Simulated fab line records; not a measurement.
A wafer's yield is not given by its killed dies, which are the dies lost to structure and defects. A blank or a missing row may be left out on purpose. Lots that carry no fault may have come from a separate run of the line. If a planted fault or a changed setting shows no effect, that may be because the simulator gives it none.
One fault through the eyes of 2 desks :: flow gf180mcu :: each desk holds nothing but its own numbers, with what lay behind them at the end

## THE METROLOGY DESK
What the gauges read, lot by lot, whatever tool the lot ran on: means of the sampled wafers that have a number. If a lot's mean is further than 4 standard deviations from the usual mean, the lot is out of limits and carries the mark OUT (the distance appears in the brackets).
Columns: A = LVPWELL_TW at GF_LVPWELL_TW_MEAS_11, usual 565; B = MVPSD_OVL at GF_MVPSD_OVL_MEAS_07, usual 0.8 nm; C = VT_IMPLANT_OVL at GF_VT_IMPLANT_OVL_MEAS_07, usual 0.0 nm; D = LVPWELL_RS at GF_VT_IMPLANT_RS_MEAS_48, usual 1196.1 ohm/sq
lot: L143
first seen here: day 3 22:15
A: 568
B: -0.5
C: -1.2
D: 1195.0

lot: L146
first seen here: day 4 13:00
A: 562
B: 1.7
C: 2.3
D: 1194.7

lot: L147
first seen here: day 4 20:27
A: 571
B: 1.5
C: -0.8
D: 1193.9

lot: L148
first seen here: day 5 04:30
A: 572
B: 1.8
C: 0.7
D: 1191.1

lot: L149
first seen here: day 5 05:58
A: 570
B: 2.4
C: 0.4
D: 1195.6

lot: L152
first seen here: day 6 02:20
A: 552
B: 0.7
C: 0.5
D: 1225.7 (+11) OUT

lot: L153
first seen here: day 6 05:10
A: 559
B: -1.5
C: -0.6
D: 1195.8

lot: L154
first seen here: day 6 12:00
A: 550
B: 2.0
C: -2.2
D: 1222.8 (+9.9) OUT

lot: L160
first seen here: day 7 20:43
A: 563
B: 2.0
C: -0.5
D: 1196.3

lot: L161
first seen here: day 8 01:21
A: 558
B: -0.6
C: -0.9
D: 1198.1

lot: L164
first seen here: day 8 19:42
A: 572
B: -0.2
C: 1.1
D: 1197.4

lot: L165
first seen here: day 8 23:30
A: 576
B: 0.8
C: 3.5
D: 1195.3

lot: L166
first seen here: day 9 05:25
A: 560
B: 0.1
C: -1.9
D: 1193.6
This desk's result: L152, L154 out of limits, first on L152 (LVPWELL_RS at GF_VT_IMPLANT_RS_MEAS_48), day 10 03:20. Within limits: L143, L146, L147, L148, L149, L153, L160, L161, L164, L165, L166.

## THE TOOL OWNER'S DESK: implanter-04
For each lot that ran on this tool, the mean over its sampled wafers that have a number, from the tool's own readings at GF_LVPWELL_IMPLANT_08. If a lot's mean is further than 4 standard deviations from the usual mean, the lot is out of limits and carries the mark OUT (the distance appears in the brackets).
Columns: A = tilt_deg at GF_LVPWELL_IMPLANT_08, usual -0.002 degrees
lot: L143
first seen here: day 3 21:51
A: -0.007

lot: L147
first seen here: day 4 20:03
A: -0.009

lot: L149
first seen here: day 5 05:36
A: -0.016

lot: L152
first seen here: day 6 02:00
A: -0.013

lot: L154
first seen here: day 6 11:36
A: -0.026
Finding of this desk: none of the 5 lots has anything out of limits.

## PUT TOGETHER
An alarm was possible from the metrology desk at day 10 03:20, on L152, L154.
Nothing out of limits was seen by the tool owner's desk.
On record at the tool owner's desk: L152, L154, within its limits.
GF_LVPWELL_IMPLANT_08 was run on implanter-04 by each of the lots named.

## WHAT THE SIMULATOR PUT IN
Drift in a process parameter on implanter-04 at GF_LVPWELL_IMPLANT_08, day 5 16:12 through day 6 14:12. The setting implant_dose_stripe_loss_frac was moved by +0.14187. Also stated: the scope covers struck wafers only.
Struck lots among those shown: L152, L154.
Delay in hours, fault start to first out-of-limits reading, per desk: metrology desk 107.
